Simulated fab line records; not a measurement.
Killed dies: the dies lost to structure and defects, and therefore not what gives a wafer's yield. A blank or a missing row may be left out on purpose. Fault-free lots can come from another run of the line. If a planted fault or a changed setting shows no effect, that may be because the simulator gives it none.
Struck lot and sound lot, side by side	flow sky130	36 steps out of a route of 708
Sound: these wafers, L203.3, L203.4, L203.6. Wafers L210.2, L210.3, L210.6 were the ones struck. The cause is named last.
Each step with rows lists, per side, the tool, then ch with its chambers, then its first start. Under that, the readings that differ: sound wafers	struck wafers	difference of the means	sigmas: that difference in standard deviations of wafers without a fault.
alike: readings whose means differ by less than 2 such deviations, and words and numbers that are the same on both sides. not compared: withheld readings, readings that some wafer has no value for, bounds like >300 that may hide the same value, and numbers for which the record gives no deviation and whose values overlap.
The two part at a step that has a row with sigmas, a row that says differs or no value, or rows on one side only. When numbers do not overlap yet have no deviation, they are printed without sigmas and do not part them. A reading missing from all wafers of one side parts the sides only when that side holds two or more wafers.

first, 10 steps without rows for these wafers: SKY_GATE_OXIDE_COAT_05 (resist thk 1140 nm); SKY_GATE_OXIDE_SOFTBAKE_06 (time 60 s); SKY_GATE_OXIDE_EXPOSE_07 (exposes mask LVOM, target cd 600 nm); SKY_GATE_OXIDE_PEB_08; SKY_GATE_OXIDE_DEVELOP_09 (develop time 60 s); SKY_GATE_OXIDE_IMPLANT_11; SKY_GATE_OXIDE_WET_ETCH_12 (etches SiO2 in dHF, target depth 16.8 nm, time 336 s); SKY_GATE_OXIDE_STRIP_13 (strips in O2/N2); SKY_GATE_OXIDE_CLEAN_15 (cleans in SC1/SC2, time 150 s); SKY_GATE_OXIDE_OXIDATION_16 (stabilise 600 s, purge 300 s, target thk 3.57 nm).
SKY_POLY_GATE_CVD_00: deposits poly-Si, target thk 180 nm, time 720 s.
  sound on lpcvd-01 ch 0, day 14 21:47; struck on lpcvd-01 ch 0, day 17 08:38
reading	sound	struck	difference	sigmas
model.poly-Si_of_POLY_GATE_CVD_00.thk-nm (nm)	182.5 182.7 182.1	291.3 292 291.9	+109.3	
  alike: spike-tc-bottom-C, zone-power-centre-pct, zone-power-lower-pct, zone-power-top-pct
SKY_POLY_GATE_THK_MEAS_01:
  struck on film-metro-01, day 17 09:51; sound on film-metro-01, day 14 23:00
reading	sound	struck	difference	sigmas
POLY_GATE_CVD_00_THK (nm)	182.6 182.6 181.9	291.4 292.1 292.0	+109.5	+58
then, 9 steps without rows for these wafers: SKY_RES_PROTECT_DEHYDRATE_00 (time 60 s); SKY_RES_PROTECT_HMDS_01 (prime time 60 s); SKY_RES_PROTECT_COAT_02 (resist thk 1140 nm); SKY_RES_PROTECT_SOFTBAKE_03 (time 60 s); SKY_RES_PROTECT_EXPOSE_04 (exposes mask RPM, target cd 1270 nm); SKY_RES_PROTECT_PEB_05; SKY_RES_PROTECT_DEVELOP_06 (develop time 60 s); SKY_POLY_GATE_IMPLANT_02; SKY_RES_PROTECT_STRIP_07 (strips in O2/N2).
SKY_RES_PROTECT_CLEAN_09: cleans in SC1/SC2, time 150 s.
  sound on wet-bench-04 ch 1, day 16 01:54; struck on wet-bench-04 ch 1, day 18 15:00
reading	sound	struck	difference	sigmas
model.poly-Si_of_POLY_GATE_CVD_00.thk-nm (nm)	181.9 182 181.4	290.7 291.3 291.2	+109.3	
  alike: bath-guard-temp-C
then, 11 steps without rows for these wafers: SKY_POLY_GATE_CVD_03 (deposits Si3N4 from DCS/NH3, target thk 75 nm, time 1290 s); SKY_POLY_GATE_DEHYDRATE_05 (time 60 s); SKY_POLY_GATE_HMDS_06 (prime time 60 s); SKY_POLY_GATE_COAT_07 (resist thk 110 nm); SKY_POLY_GATE_COAT_08 (resist thk 450 nm); SKY_POLY_GATE_SOFTBAKE_09 (time 90 s); SKY_POLY_GATE_EXPOSE_10 (exposes mask P1M, target cd 150 nm); SKY_POLY_GATE_PEB_11; SKY_POLY_GATE_DEVELOP_12 (develop time 60 s); SKY_POLY_GATE_ETCH_15 (etches BARC in N2/H2, stops on SiO2, time 118.5 s, target depth 110 nm); SKY_POLY_GATE_ETCH_16 (etches Si3N4 in CH3F/O2, stops on poly-Si, time 147.5 s, target depth 75 nm).
SKY_POLY_GATE_ETCH_17: etches poly-Si in HBr/Cl2, stops on SiO2, target depth 180 nm, time 70.5 s.
  sound on rie-si-02 ch 0,2,3, day 17 07:59; struck on rie-si-01 ch 1,3, day 20 01:59
reading	sound	struck	difference	sigmas
model.etch.depth-nm (nm)	181.9 181.1 181.4	178.5 178.2 177.8	-3.3	
model.POLY_GATE.feature-depth-nm (nm)	181.9 181.1 181.4	178.5 178.2 177.8	-3.3	
  alike: drypump-motor-current-A, oes-product-au, throttle-valve-pct
  not compared: rf-hours-counter-h
then, 1 step without rows for these wafers: SKY_POLY_GATE_STRIP_18 (strips in O2/N2).
-- record jumps: 28 days separate the struck wafers' starts on either side; left off in module POLY_GATE, taken up again in module PAD_OPEN, whose first shown step is the route's number 708 --
SKY_PAD_OPEN_PROBE_99:
  struck on prober-01, day 48 07:52; sound on prober-02, day 46 11:46
  alike: killed_at_M0_to_M3, killed_at_M4_up, killed-at-contacts, killed-at-front-end, killed-dies, killed-on-rim, killed-open, killed-short

== WHERE THEY PART ==
Only at SKY_POLY_GATE_THK_MEAS_01, as far as this record shows. Later steps at which nothing parts them and some readings are alike: SKY_RES_PROTECT_CLEAN_09, SKY_POLY_GATE_ETCH_17, SKY_PAD_OPEN_PROBE_99.

WHY: what had been put in by the simulator
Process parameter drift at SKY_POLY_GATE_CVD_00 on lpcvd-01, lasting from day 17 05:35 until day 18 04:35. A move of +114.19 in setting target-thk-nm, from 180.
